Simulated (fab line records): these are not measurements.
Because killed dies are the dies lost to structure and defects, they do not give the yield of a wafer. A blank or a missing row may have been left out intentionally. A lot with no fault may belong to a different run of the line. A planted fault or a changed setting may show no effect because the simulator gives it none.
Which of the tools did it? :: flow sky130 :: 11 lots, 33 wafers sampled, at 5 steps of a route of 708

== WHAT THE GAUGES READ, wafer by wafer ==
The record lacks any reading of a measuring or inspecting step that a usual standard deviation could be used to judge.

== TOOL THAT RAN EACH LOT (tool first, then ch and the chambers of the sampled wafers, then the start) ==
lot: L254
SKY_SONOS_ONO_ETCH_15: rieDiel-03 ch 1,2,3, day 13 01:29
SKY_SONOS_ONO_STRIP_17: plasmaAsher-01 ch 0,1, day 13 01:35
SKY_GATE_OXIDE_OXIDATION_16: furnace-01 ch 0, day 14 06:52
SKY_POLY_GATE_ETCH_15: rieDiel-02 ch 0,1,3, day 16 20:16
SKY_PAD_OPEN_PROBE_99: -

lot: L257
SKY_SONOS_ONO_ETCH_15: rieDiel-01 ch 2,3, day 13 22:58
SKY_SONOS_ONO_STRIP_17: plasmaAsher-04 ch 0,1, day 13 23:04
SKY_GATE_OXIDE_OXIDATION_16: furnace-01 ch 0, day 15 05:56
SKY_POLY_GATE_ETCH_15: rieDiel-04 ch 0,1,2, day 17 18:54
SKY_PAD_OPEN_PROBE_99: -

lot: L258
SKY_SONOS_ONO_ETCH_15: rieDiel-01 ch 2,3, day 14 01:51
SKY_SONOS_ONO_STRIP_17: plasmaAsher-04 ch 0,1, day 14 01:59
SKY_GATE_OXIDE_OXIDATION_16: furnace-02 ch 0, day 15 09:10
SKY_POLY_GATE_ETCH_15: rieDiel-02 ch 1,2, day 17 22:42
SKY_PAD_OPEN_PROBE_99: -

lot: L261
SKY_SONOS_ONO_ETCH_15: rieDiel-01 ch 0,1,3, day 15 08:33
SKY_SONOS_ONO_STRIP_17: plasmaAsher-01 ch 0,1, day 15 08:41
SKY_GATE_OXIDE_OXIDATION_16: furnace-01 ch 0, day 16 16:57
SKY_POLY_GATE_ETCH_15: rieDiel-04 ch 1,2, day 19 09:17
SKY_PAD_OPEN_PROBE_99: -

lot: L262
SKY_SONOS_ONO_ETCH_15: rieDiel-03 ch 0,2, day 15 10:04
SKY_SONOS_ONO_STRIP_17: plasmaAsher-04 ch 0,1, day 15 10:10
SKY_GATE_OXIDE_OXIDATION_16: furnace-02 ch 0, day 16 20:10
SKY_POLY_GATE_ETCH_15: rieDiel-04 ch 1,2, day 19 12:16
SKY_PAD_OPEN_PROBE_99: -

lot: L263
SKY_SONOS_ONO_ETCH_15: rieDiel-01 ch 0,2,3, day 15 16:31
SKY_SONOS_ONO_STRIP_17: plasmaAsher-04 ch 0,1, day 15 16:37
SKY_GATE_OXIDE_OXIDATION_16: furnace-01 ch 0, day 17 00:57
SKY_POLY_GATE_ETCH_15: rieDiel-02 ch 0,1,3, day 19 18:54
SKY_PAD_OPEN_PROBE_99: -

lot: L269
SKY_SONOS_ONO_ETCH_15: rieDiel-03 ch 1,2,3, day 17 19:17
SKY_SONOS_ONO_STRIP_17: plasmaAsher-03 ch 0,1, day 17 19:25
SKY_GATE_OXIDE_OXIDATION_16: furnace-01 ch 0, day 19 08:19
SKY_POLY_GATE_ETCH_15: rieDiel-01 ch 0,1,3, day 22 02:29
SKY_PAD_OPEN_PROBE_99: prober-01, day 49 14:04

lot: L270
SKY_SONOS_ONO_ETCH_15: rieDiel-01 ch 0,1,3, day 18 03:32
SKY_SONOS_ONO_STRIP_17: plasmaAsher-03 ch 0,1, day 18 03:38
SKY_GATE_OXIDE_OXIDATION_16: furnace-01 ch 0, day 19 14:16
SKY_POLY_GATE_ETCH_15: rieDiel-04 ch 1,2, day 22 10:13
SKY_PAD_OPEN_PROBE_99: -

lot: L272
SKY_SONOS_ONO_ETCH_15: rieDiel-04 ch 1,3, day 19 00:42
SKY_SONOS_ONO_STRIP_17: plasmaAsher-01 ch 0,1, day 19 00:49
SKY_GATE_OXIDE_OXIDATION_16: furnace-02 ch 0, day 20 12:25
SKY_POLY_GATE_ETCH_15: rieDiel-04 ch 0,1, day 23 06:55
SKY_PAD_OPEN_PROBE_99: prober-02, day 50 05:37

lot: L273
SKY_SONOS_ONO_ETCH_15: rieDiel-03 ch 0,2,3, day 19 08:51
SKY_SONOS_ONO_STRIP_17: plasmaAsher-04 ch 0,1, day 19 09:00
SKY_GATE_OXIDE_OXIDATION_16: furnace-02 ch 0, day 20 18:05
SKY_POLY_GATE_ETCH_15: rieDiel-01 ch 0,1, day 23 13:07
SKY_PAD_OPEN_PROBE_99: -

lot: L277
SKY_SONOS_ONO_ETCH_15: rieDiel-04 ch 0,1,3, day 20 15:14
SKY_SONOS_ONO_STRIP_17: plasmaAsher-01 ch 0,1, day 20 15:20
SKY_GATE_OXIDE_OXIDATION_16: furnace-02 ch 0, day 22 00:35
SKY_POLY_GATE_ETCH_15: rieDiel-01 ch 0,3, day 24 18:14
SKY_PAD_OPEN_PROBE_99: -
- SKY_SONOS_ONO_ETCH_15: etches the open film in CHF3/O2, target depth 19.52 nm, time 7.8 s.
- SKY_SONOS_ONO_STRIP_17: strips in O2/N2.
- SKY_GATE_OXIDE_OXIDATION_16: stabilise 600 s, purge 300 s, target thk 3.57 nm.
- SKY_POLY_GATE_ETCH_15: etches BARC in N2/H2, stops on SiO2, time 118.5 s, target depth 110 nm.
- SKY_PAD_OPEN_PROBE_99

== AS READ BY THE TOOLS THEMSELVES (means over the sampled wafers that have a number; for cases with no such wafer, the mark the record gives instead) ==
SKY_SONOS_ONO_ETCH_15. Usual: chf3FlowSccm 49.99 sccm, standard deviation 0.14; drypumpMotorCurrentA 5.6 A, standard deviation 0.4; oesProductAu 1.003 a.u., standard deviation 0.014; throttleValvePct 8.826 %, standard deviation 0.01.
lot: L254
tool: rieDiel-03
chf3FlowSccm (sccm): 49.90
drypumpMotorCurrentA (A): 5.4
oesProductAu (a.u.): 0.994
throttleValvePct (%): 8.827
flag: 

lot: L257
tool: rieDiel-01
chf3FlowSccm (sccm): 50.00
drypumpMotorCurrentA (A): 5.7
oesProductAu (a.u.): 1.021
throttleValvePct (%): 8.827
flag: 

lot: L258
tool: rieDiel-01
chf3FlowSccm (sccm): 50.06
drypumpMotorCurrentA (A): 5.9
oesProductAu (a.u.): 1.026
throttleValvePct (%): 8.832
flag: 

lot: L261
tool: rieDiel-01
chf3FlowSccm (sccm): 49.95
drypumpMotorCurrentA (A): 5.3
oesProductAu (a.u.): 0.998
throttleValvePct (%): 8.827
flag: 

lot: L262
tool: rieDiel-03
chf3FlowSccm (sccm): 49.83
drypumpMotorCurrentA (A): 5.5
oesProductAu (a.u.): 1.003
throttleValvePct (%): 8.833
flag: 

lot: L263
tool: rieDiel-01
chf3FlowSccm (sccm): 49.93
drypumpMotorCurrentA (A): 5.5
oesProductAu (a.u.): 1.011
throttleValvePct (%): 8.829
flag: 

lot: L269
tool: rieDiel-03
chf3FlowSccm (sccm): 49.88
drypumpMotorCurrentA (A): 5.4
oesProductAu (a.u.): 0.990
throttleValvePct (%): 8.831
flag: 

lot: L270
tool: rieDiel-01
chf3FlowSccm (sccm): 50.02
drypumpMotorCurrentA (A): 5.3
oesProductAu (a.u.): 0.995
throttleValvePct (%): 8.819
flag: 

lot: L272
tool: rieDiel-04
chf3FlowSccm (sccm): 49.93
drypumpMotorCurrentA (A): 5.8
oesProductAu (a.u.): 1.010
throttleValvePct (%): 8.829
flag: 

lot: L273
tool: rieDiel-03
chf3FlowSccm (sccm): 50.10
drypumpMotorCurrentA (A): 5.5
oesProductAu (a.u.): 0.985
throttleValvePct (%): 8.822
flag: 

lot: L277
tool: rieDiel-04
chf3FlowSccm (sccm): 50.12
drypumpMotorCurrentA (A): 5.8
oesProductAu (a.u.): 1.005
throttleValvePct (%): 8.834
flag: 

SKY_SONOS_ONO_STRIP_17. Usual: drypumpMotorCurrentA 5.6 A, standard deviation 0.35; oesProductAu 0.710 a.u., standard deviation 0.0046; stripTimeToEndpointS 14.11 s, standard deviation 0.04.
lot: L254
tool: plasmaAsher-01
drypumpMotorCurrentA (A): 5.9
oesProductAu (a.u.): 0.708
stripTimeToEndpointS (s): 14.15
flag: 

lot: L257
tool: plasmaAsher-04
drypumpMotorCurrentA (A): 5.5
oesProductAu (a.u.): 0.710
stripTimeToEndpointS (s): 14.11
flag: 

lot: L258
tool: plasmaAsher-04
drypumpMotorCurrentA (A): 5.5
oesProductAu (a.u.): 0.709
stripTimeToEndpointS (s): 14.13
flag: 

lot: L261
tool: plasmaAsher-01
drypumpMotorCurrentA (A): 5.9
oesProductAu (a.u.): 0.705
stripTimeToEndpointS (s): 14.08
flag: 

lot: L262
tool: plasmaAsher-04
drypumpMotorCurrentA (A): 5.6
oesProductAu (a.u.): 0.713
stripTimeToEndpointS (s): 14.10
flag: 

lot: L263
tool: plasmaAsher-04
drypumpMotorCurrentA (A): 5.3
oesProductAu (a.u.): 0.713
stripTimeToEndpointS (s): 14.13
flag: 

lot: L269
tool: plasmaAsher-03
drypumpMotorCurrentA (A): 5.9
oesProductAu (a.u.): 0.713
stripTimeToEndpointS (s): 14.14
flag: 

lot: L270
tool: plasmaAsher-03
drypumpMotorCurrentA (A): 6.0
oesProductAu (a.u.): 0.710
stripTimeToEndpointS (s): 14.16
flag: 

lot: L272
tool: plasmaAsher-01
drypumpMotorCurrentA (A): 5.9
oesProductAu (a.u.): 0.713
stripTimeToEndpointS (s): 14.11
flag: 

lot: L273
tool: plasmaAsher-04
drypumpMotorCurrentA (A): 5.3
oesProductAu (a.u.): 0.714
stripTimeToEndpointS (s): 14.14
flag: 

lot: L277
tool: plasmaAsher-01
drypumpMotorCurrentA (A): 5.9
oesProductAu (a.u.): 0.709
stripTimeToEndpointS (s): 14.09
flag: 

SKY_GATE_OXIDE_OXIDATION_16. Usual: spikeTcBottomC 816.7 C, standard deviation 2; spikeTcCentreC 799.8 C, standard deviation 0.98; spikeTcLowerC 800.8 C, standard deviation 0.99; spikeTcUpperC 798.7 C, standard deviation 1.1; zonePowerBottomPct 23.11 %, standard deviation 0.27; zonePowerLowerPct 14.5 %, standard deviation 1.2.
lot: L254
tool: furnace-01
spikeTcBottomC (C): 818.2
spikeTcCentreC (C): 800.6
spikeTcLowerC (C): 801.4
spikeTcUpperC (C): 799.0
zonePowerBottomPct (%): 23.03
zonePowerLowerPct (%): 13.3
flag: 

lot: L257
tool: furnace-01
spikeTcBottomC (C): 818.0
spikeTcCentreC (C): 799.4
spikeTcLowerC (C): 801.5
spikeTcUpperC (C): 799.8
zonePowerBottomPct (%): 23.13
zonePowerLowerPct (%): 13.4
flag: 

lot: L258
tool: furnace-02
spikeTcBottomC (C): 814.4
spikeTcCentreC (C): 799.6
spikeTcLowerC (C): 799.9
spikeTcUpperC (C): 797.5
zonePowerBottomPct (%): 23.14
zonePowerLowerPct (%): 16.0
flag: 

lot: L261
tool: furnace-01
spikeTcBottomC (C): 818.5
spikeTcCentreC (C): 800.2
spikeTcLowerC (C): 801.7
spikeTcUpperC (C): 800.1
zonePowerBottomPct (%): 23.08
zonePowerLowerPct (%): 13.5
flag: 

lot: L262
tool: furnace-02
spikeTcBottomC (C): 813.9
spikeTcCentreC (C): 799.1
spikeTcLowerC (C): 800.9
spikeTcUpperC (C): 798.2
zonePowerBottomPct (%): 23.24
zonePowerLowerPct (%): 15.9
flag: 

lot: L263
tool: furnace-01
spikeTcBottomC (C): 818.2
spikeTcCentreC (C): 799.1
spikeTcLowerC (C): 801.7
spikeTcUpperC (C): 799.8
zonePowerBottomPct (%): 23.02
zonePowerLowerPct (%): 13.5
flag: 

lot: L269
tool: furnace-01
spikeTcBottomC (C): 824.1
spikeTcCentreC (C): 803.7
spikeTcLowerC (C): 766.7
spikeTcUpperC (C): 799.3
zonePowerBottomPct (%): 27.40
zonePowerLowerPct (%): 3.2
flag: OFF

lot: L270
tool: furnace-01
spikeTcBottomC (C): 823.6
spikeTcCentreC (C): 804.5
spikeTcLowerC (C): 767.0
spikeTcUpperC (C): 799.3
zonePowerBottomPct (%): 27.30
zonePowerLowerPct (%): 3.2
flag: OFF

lot: L272
tool: furnace-02
spikeTcBottomC (C): 814.8
spikeTcCentreC (C): 799.1
spikeTcLowerC (C): 801.2
spikeTcUpperC (C): 797.8
zonePowerBottomPct (%): 23.24
zonePowerLowerPct (%): 16.0
flag: 

lot: L273
tool: furnace-02
spikeTcBottomC (C): 814.6
spikeTcCentreC (C): 799.3
spikeTcLowerC (C): 800.2
spikeTcUpperC (C): 798.3
zonePowerBottomPct (%): 23.41
zonePowerLowerPct (%): 15.8
flag: 

lot: L277
tool: furnace-02
spikeTcBottomC (C): 814.8
spikeTcCentreC (C): 798.9
spikeTcLowerC (C): 800.0
spikeTcUpperC (C): 798.8
zonePowerBottomPct (%): 23.51
zonePowerLowerPct (%): 15.9
flag: 

SKY_POLY_GATE_ETCH_15. Usual: drypumpMotorCurrentA 5.8 A, standard deviation 0.42; oesProductAu 0.716 a.u., standard deviation 0.0046; throttleValvePct 13.213 %, standard deviation 0.0091.
lot: L254
tool: rieDiel-02
drypumpMotorCurrentA (A): 5.7
oesProductAu (a.u.): 0.715
throttleValvePct (%): 13.211
flag: 

lot: L257
tool: rieDiel-04
drypumpMotorCurrentA (A): 6.1
oesProductAu (a.u.): 0.712
throttleValvePct (%): 13.214
flag: 

lot: L258
tool: rieDiel-02
drypumpMotorCurrentA (A): 5.5
oesProductAu (a.u.): 0.713
throttleValvePct (%): 13.217
flag: 

lot: L261
tool: rieDiel-04
drypumpMotorCurrentA (A): 6.2
oesProductAu (a.u.): 0.712
throttleValvePct (%): 13.214
flag: 

lot: L262
tool: rieDiel-04
drypumpMotorCurrentA (A): 6.2
oesProductAu (a.u.): 0.716
throttleValvePct (%): 13.207
flag: 

lot: L263
tool: rieDiel-02
drypumpMotorCurrentA (A): 5.7
oesProductAu (a.u.): 0.715
throttleValvePct (%): 13.201
flag: 

lot: L269
tool: rieDiel-01
drypumpMotorCurrentA (A): 5.3
oesProductAu (a.u.): 0.717
throttleValvePct (%): 13.210
flag: 

lot: L270
tool: rieDiel-04
drypumpMotorCurrentA (A): 6.2
oesProductAu (a.u.): 0.718
throttleValvePct (%): 13.220
flag: 

lot: L272
tool: rieDiel-04
drypumpMotorCurrentA (A): 5.9
oesProductAu (a.u.): 0.719
throttleValvePct (%): 13.212
flag: 

lot: L273
tool: rieDiel-01
drypumpMotorCurrentA (A): 5.1
oesProductAu (a.u.): 0.718
throttleValvePct (%): 13.210
flag: 

lot: L277
tool: rieDiel-01
drypumpMotorCurrentA (A): 5.1
oesProductAu (a.u.): 0.711
throttleValvePct (%): 13.215
flag: 

SKY_PAD_OPEN_PROBE_99. Usual: killed_at_M0_to_M3 41, standard deviation 6.2; killed_at_M4_up 3.0, standard deviation 1.7; killedAtContacts 25, standard deviation 5.8; killedAtFrontEnd 16, standard deviation 4.5; killedAtOther 0.2, standard deviation 0.42; killedDies 85, standard deviation 8.4; killedOpen 46, standard deviation 5.9; killedShort 39, standard deviation 6.3.
lot: L269
tool: prober-01
killed_at_M0_to_M3: 45
killed_at_M4_up: 3.0
killedAtContacts: 22
killedAtFrontEnd: 15
killedAtOther: 0.3
killedDies: 86
killedOpen: 46
killedShort: 40
flag: 

lot: L272
tool: prober-02
killed_at_M0_to_M3: 39
killed_at_M4_up: 2.7
killedAtContacts: 20
killedAtFrontEnd: 21
killedAtOther: 0.0
killedDies: 83
killedOpen: 42
killedShort: 41
flag: 

== THE ANSWER, worked out from the rows above alone ==
Rule: lot off if the mean of its wafers having a number is beyond 3 standard deviations from the usual mean. Also off: a lot with no number at a reading for which 4 or more lots have one. The other lots that the step has rows for count as sound. First the gauges in route order, then the tools' own readings, where a lot's mean is used as printed above. At the first step where some lot is off, the reading lying furthest off is the one used; lots without a number count as furthest.
Off: L269, L270 (SKY_GATE_OXIDE_OXIDATION_16, spikeTcLowerC).
If a tool, at that step or one of the process steps before it, ran each lot that is off and ran no sound lot following the first of them, it fits. Can't be told from this: 2 tools fit, plasmaAsher-03 at SKY_SONOS_ONO_STRIP_17, furnace-01 at SKY_GATE_OXIDE_OXIDATION_16.

== WHAT THE SIMULATOR HAD PUT IN ==
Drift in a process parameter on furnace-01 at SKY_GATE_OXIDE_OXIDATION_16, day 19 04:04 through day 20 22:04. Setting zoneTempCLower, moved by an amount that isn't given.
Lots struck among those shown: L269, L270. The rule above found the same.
